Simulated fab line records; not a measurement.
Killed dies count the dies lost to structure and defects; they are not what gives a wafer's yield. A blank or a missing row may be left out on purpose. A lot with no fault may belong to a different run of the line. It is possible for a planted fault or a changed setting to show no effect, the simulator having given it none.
Comparing a struck lot with a sound one ; flow sky130 ; 15 steps out of a route of 708
Sound: these wafers, L631.2, L631.4, L631.5. The struck wafers were L625.1, L625.2, L625.4. Last of all comes the cause.
At each step with rows: each side's tool, then ch and its chambers, then its first start. Under that, the readings that differ: sound wafers ; struck wafers ; difference of the means ; sigmas: that difference in standard deviations of wafers without a fault.
alike: words and numbers the same on both sides, and readings whose means are apart by under 2 such deviations; not compared: readings that were withheld, readings missing a value for some wafer, numbers with overlapping values and no deviation given by the record, and bounds like >300 which may hide the same value.
The two part at a step that has a row with sigmas, a row that says differs or no value, or rows on one side only. Non-overlapping numbers with no deviation appear without sigmas and do not part them. A reading that every wafer of one side lacks parts them only if that side has two wafers or more.

first, 1 step without rows for these wafers: SKY_GATE_OXIDE_OXIDATION_01 (stabilise 600 s, purge 300 s, target thk 10.268 nm).
SKY_GATE_OXIDE_THK_MEAS_02:
  sound on film_metro-03, day 20 10:34; struck on film_metro-04, day 18 08:16
  alike: GATE_OXIDE_OXIDATION_00_THK
then, 7 steps without rows for these wafers: SKY_GATE_OXIDE_DEHYDRATE_03 (time 60 s); SKY_GATE_OXIDE_HMDS_04 (prime time 60 s); SKY_GATE_OXIDE_COAT_05 (resist thk 1140 nm); SKY_GATE_OXIDE_SOFTBAKE_06 (time 60 s); SKY_GATE_OXIDE_EXPOSE_07 (exposes mask LVOM, target cd 600 nm); SKY_GATE_OXIDE_PEB_08; SKY_GATE_OXIDE_DEVELOP_09 (develop time 60 s).
SKY_GATE_OXIDE_OVL_MEAS_10:
  sound on overlay-02, day 21 16:29; struck on overlay-02, day 19 14:17
  alike: GATE_OXIDE_OVL
then, 2 steps without rows for these wafers: SKY_GATE_OXIDE_IMPLANT_11; SKY_GATE_OXIDE_WET_ETCH_12 (etches SiO2 in dHF, target depth 16.8 nm, time 336 s).
SKY_GATE_OXIDE_STRIP_13: strips in O2/N2.
  sound on plasma_asher-04 ch 0, day 21 16:47; struck on plasma_asher-02 ch 0,1, day 19 14:35
  no value came back on the struck wafers for chamber_pressure_mTorr (mTorr), drypump_motor_current_A (A), oes_product_au (a.u.), strip_time_to_endpoint_s (s); on the sound wafers chamber_pressure_mTorr (mTorr) reads 1498 1501 1503
reading;sound;struck;difference;sigmas
model.NOVOLAK_of_GATE_OXIDE_COAT_05.thk_nm (nm);0 0 0;1139 1140 1137;+1139;
  not compared: rf_hours_counter_h
SKY_GATE_OXIDE_TW_MEAS_14:
  sound on film_metro-01, day 21 16:53; struck on film_metro-01, day 19 14:41
  alike: GATE_OXIDE_TW
-- record jumps: 30 days separate the struck wafers' starts on either side; left off in module GATE_OXIDE, taken up again in module PAD_OPEN, whose first shown step is the route's number 708 --
SKY_PAD_OPEN_PROBE_99:
  sound on prober-02, day 50 14:17; struck on prober-02, day 49 16:36
reading;sound;struck;difference;sigmas
killed_at_M4_up;1 2 1;5 5 6;+4;+2
killed_at_front_end;15 13 15;419 427 416;+406;+90
killed_dies;84 95 83;492 492 492;+405;+42
killed_on_rim;19 18 18;96 96 96;+78;+20
  alike: killed_at_M0_to_M3, killed_at_contacts, killed_at_other, killed_open, killed_short

WHERE THEY PART
Last at SKY_PAD_OPEN_PROBE_99 as far as this record goes, first at SKY_GATE_OXIDE_STRIP_13.

WHY: the cause the simulator had injected
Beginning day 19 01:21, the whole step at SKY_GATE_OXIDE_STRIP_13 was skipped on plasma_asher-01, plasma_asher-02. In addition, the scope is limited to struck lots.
